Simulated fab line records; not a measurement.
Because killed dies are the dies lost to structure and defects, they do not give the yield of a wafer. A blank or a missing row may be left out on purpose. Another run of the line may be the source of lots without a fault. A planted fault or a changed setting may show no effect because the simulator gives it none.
Which tool did it? -- flow sfqLine -- 14 lots with 42 wafers sampled at 2 steps, on a route of 325 steps

== WHAT THE GAUGES READ, wafer by wafer ==
SFQ_JJ_RS_MEAS_929: uses a four-point probe to measure.
lot,measured,on,JJ_NB_RS (ohm/sq)
L833,day 37 16:59,filmMetro-01,1.052 1.059 1.062
L834,day 38 03:11,filmMetro-03,1.057 1.035 1.057
L841,day 46 12:23,filmMetro-03,1.043 1.046 1.056
L842,day 46 14:35,filmMetro-03,1.044 1.061 1.043
L843,day 48 05:06,filmMetro-04,1.060 1.045 1.059
L845,day 54 14:52,filmMetro-04,1.020 1.026 1.042
L846,day 54 16:04,filmMetro-03,1.047 1.033 1.046
L847,day 54 17:19,filmMetro-04,1.058 1.042 1.038
L848,day 54 18:29,filmMetro-03,1.036 1.035 1.045
L850,day 54 22:04,filmMetro-03,1.043 1.049 1.052
L852,day 55 02:53,filmMetro-04,1.048 1.029 1.063
L853,day 55 04:12,filmMetro-03,1.054 1.034 1.042
L854,day 55 06:55,filmMetro-04,1.046 1.049 1.031
L855,day 55 08:41,filmMetro-04,1.043 1.035 1.031

== EACH LOT AND THE TOOL THAT RAN IT (in order: tool; ch and the chambers of the sampled wafers; start) ==
lot,SFQ_TRILAYER_JJ_TRILAYER_DEP_SPUTTER_112
L833,"pvdSputter-06, day 37 16:52"
L834,"pvdSputter-05, day 38 03:04"
L841,"pvdSputter-06, day 46 12:18"
L842,"pvdSputter-04, day 46 14:30"
L843,"pvdSputter-05, day 48 05:01"
L845,"pvdSputter-04, day 54 14:47"
L846,"pvdSputter-06, day 54 15:59"
L847,"pvdSputter-05, day 54 17:11"
L848,"pvdSputter-04, day 54 18:23"
L850,"pvdSputter-05, day 54 21:59"
L852,"pvdSputter-06, day 55 02:47"
L853,"pvdSputter-05, day 55 04:07"
L854,"pvdSputter-04, day 55 06:50"
L855,"pvdSputter-06, day 55 08:35"
- SFQ_TRILAYER_JJ_TRILAYER_DEP_SPUTTER_112: material Nb, target thk 170 nm, time 113.3 s.

== AS READ BY THE TOOLS THEMSELVES (means over the sampled wafers that have a number; for cases with no such wafer, the mark the record gives instead) ==
SFQ_TRILAYER_JJ_TRILAYER_DEP_SPUTTER_112.
lot,tool,throttleValvePct (%)
L833,pvdSputter-06,28.8
L834,pvdSputter-05,30.4
L841,pvdSputter-06,29.5
L842,pvdSputter-04,31.3
L843,pvdSputter-05,30.5
L845,pvdSputter-04,31.4
L846,pvdSputter-06,29.5
L847,pvdSputter-05,30.7
L848,pvdSputter-04,31.5
L850,pvdSputter-05,29.6
L852,pvdSputter-06,28.9
L853,pvdSputter-05,29.6
L854,pvdSputter-04,30.9
L855,pvdSputter-06,29.6

== THE ANSWER, worked out from the rows above alone ==
Rule: the usual values come from the lots themselves. Put in order of their means at a reading, lots are off if they are a third of the lots or fewer, leave a main group of 4 or more, and stand apart from it by a gap of 3 or more times the standard deviation of the main group's means; of several such gaps the widest counts. A main group whose means are all the same, to the digits that the tables above print for the reading, isn't used. Also off: a lot with no number at a reading for which 4 or more lots have one. Where the step has rows for the other lots, those lots are counted as sound. The gauges are gone through in route order, then the tools' own readings, and for those a lot's mean is taken as printed above. The first step at which some lot is off is used, and at that step the reading that is off furthest; a lot without a number counts as furthest.
None of the lots is off at any reading shown; this tells nothing.

== WHAT THE SIMULATOR HAD PUT IN ==
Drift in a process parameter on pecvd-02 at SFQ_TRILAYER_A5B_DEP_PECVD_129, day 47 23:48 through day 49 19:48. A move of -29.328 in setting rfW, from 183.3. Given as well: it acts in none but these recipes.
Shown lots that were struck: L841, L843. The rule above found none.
